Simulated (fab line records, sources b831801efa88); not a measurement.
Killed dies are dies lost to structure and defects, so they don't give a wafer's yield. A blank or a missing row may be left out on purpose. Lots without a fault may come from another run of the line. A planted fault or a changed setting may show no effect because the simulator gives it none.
A struck lot beside a sound one | flow sky130 | 22 steps out of a route of 708
Sound: wafers L953.2, L953.4, L953.5. Struck: wafers L960.1, L960.3, L960.4. The cause comes at the end.
At each step with rows: each side's tool, then ch and its chambers, then its first start. Under that, the readings that differ: sound wafers | struck wafers | difference of the means | sigmas: that difference in standard deviations of wafers without a fault.
alike: readings whose means differ by less than 2 such deviations, and words and numbers that are the same on both sides. not compared: withheld readings, readings that some wafer has no value for, bounds like >300 that may hide the same value, and numbers for which the record gives no deviation and whose values overlap.
The two part at a step that has a row with sigmas, a row that says differs or no value, or rows on one side only. Numbers that don't overlap but have no deviation are shown without sigmas and don't part them. A reading that every wafer of one side lacks parts them only if that side has two wafers or more.

first, 1 step without rows for these wafers: SKY_POLY_GATE_OXIDATION_20 (stabilise 600 s, purge 300 s, target thk 4 nm).
SKY_POLY_GATE_THK_MEAS_21:
  sound on film_metro-01, day 17 10:38; struck on film_metro-03, day 21 03:10
  alike: POLY_GATE_OXIDATION_THK
SKY_POLY_GATE_CD_MEAS_22:
  sound on cd_sem-02, day 17 10:43; struck on cd_sem-02, day 21 03:13
  alike: cd_nm
then, 7 steps without rows for these wafers: SKY_LDD_N_DEHYDRATE_00 (time 60 s); SKY_LDD_N_HMDS_01 (prime time 60 s); SKY_LDD_N_COAT_02 (resist thk 300 nm); SKY_LDD_N_SOFTBAKE_03 (time 60 s); SKY_LDD_N_EXPOSE_04 (exposes mask NTM, target cd 840 nm); SKY_LDD_N_PEB_05; SKY_LDD_N_DEVELOP_06 (develop time 60 s).
SKY_LDD_N_OVL_MEAS_07:
  sound on overlay-01, day 18 15:51; struck on overlay-02, day 22 09:44
  alike: LDD_N_OVL
then, 1 step without rows for these wafers: SKY_LDD_N_IMPLANT_08.
SKY_LDD_N_IMPLANT_09:
  sound on implanter-01 ch 0, day 18 16:04; struck on implanter-02 ch 0, day 22 09:55
  reading            | sound                     | struck                        | difference | sigmas
  dose_ions_cm2      | 7.499e+13 7.5e+13 7.5e+13 | 9.729e+13 9.719e+13 9.717e+13 | +2.222e+13 | +99 or more
  faraday_current_uA | 421 414 442               | 557 552 550                   | +127       | +16
then, 6 steps without rows for these wafers: SKY_LDD_N_IMPLANT_10; SKY_LDD_N_IMPLANT_11; SKY_LDD_N_IMPLANT_12; SKY_LDD_N_IMPLANT_13; SKY_LDD_N_IMPLANT_14; SKY_LDD_N_IMPLANT_15.
SKY_LDD_N_STRIP_16: strips in O2/N2.
  sound on plasma_asher-01 ch 0, day 18 17:05; struck on plasma_asher-01 ch 0,1, day 22 10:58
  reading                      | sound             | struck            | difference | sigmas
  strip_time_to_endpoint_s (s) | 4.308 4.304 4.288 | 4.385 4.386 4.357 | +0.076     | +5
  alike: chamber_pressure_mTorr, drypump_motor_current_A, oes_product_au
  not compared: rf_hours_counter_h
SKY_LDD_N_TW_MEAS_17:
  sound on film_metro-02, day 18 17:11; struck on film_metro-01, day 22 11:04
  reading  | sound          | struck         | difference | sigmas
  LDD_N_TW | 2550 2554 2556 | 2642 2631 2622 | +78        | +4
-- the record jumps here: 26 days lie between the struck wafers' starts before and after (it left off in module LDD_N and takes up again in module PAD_OPEN, whose first step shown is number 708 of the route) --
SKY_PAD_OPEN_PROBE_99:
  sound on prober-02, day 46 06:48; struck on prober-02, day 48 09:14
  reading                     | sound             | struck            | difference | sigmas
  model.etest.tip_n.rs_ohm_sq | 440.8 439.4 438.9 | 431.6 428.5 425.2 | -11.3      |
  alike: killed_at_M0_to_M3, killed_at_M4_up, killed_at_contacts, killed_at_front_end, killed_at_other, killed_dies, killed_open, killed_short

WHERE THEY PART
First at SKY_LDD_N_IMPLANT_09; last, within this record, at SKY_LDD_N_TW_MEAS_17. Later steps at which nothing parts them and some readings are alike: SKY_PAD_OPEN_PROBE_99.

WHY: what the simulator had put in
Process parameter drift: implanter-02, from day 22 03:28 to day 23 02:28, at SKY_LDD_N_IMPLANT_09. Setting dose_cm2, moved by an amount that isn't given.
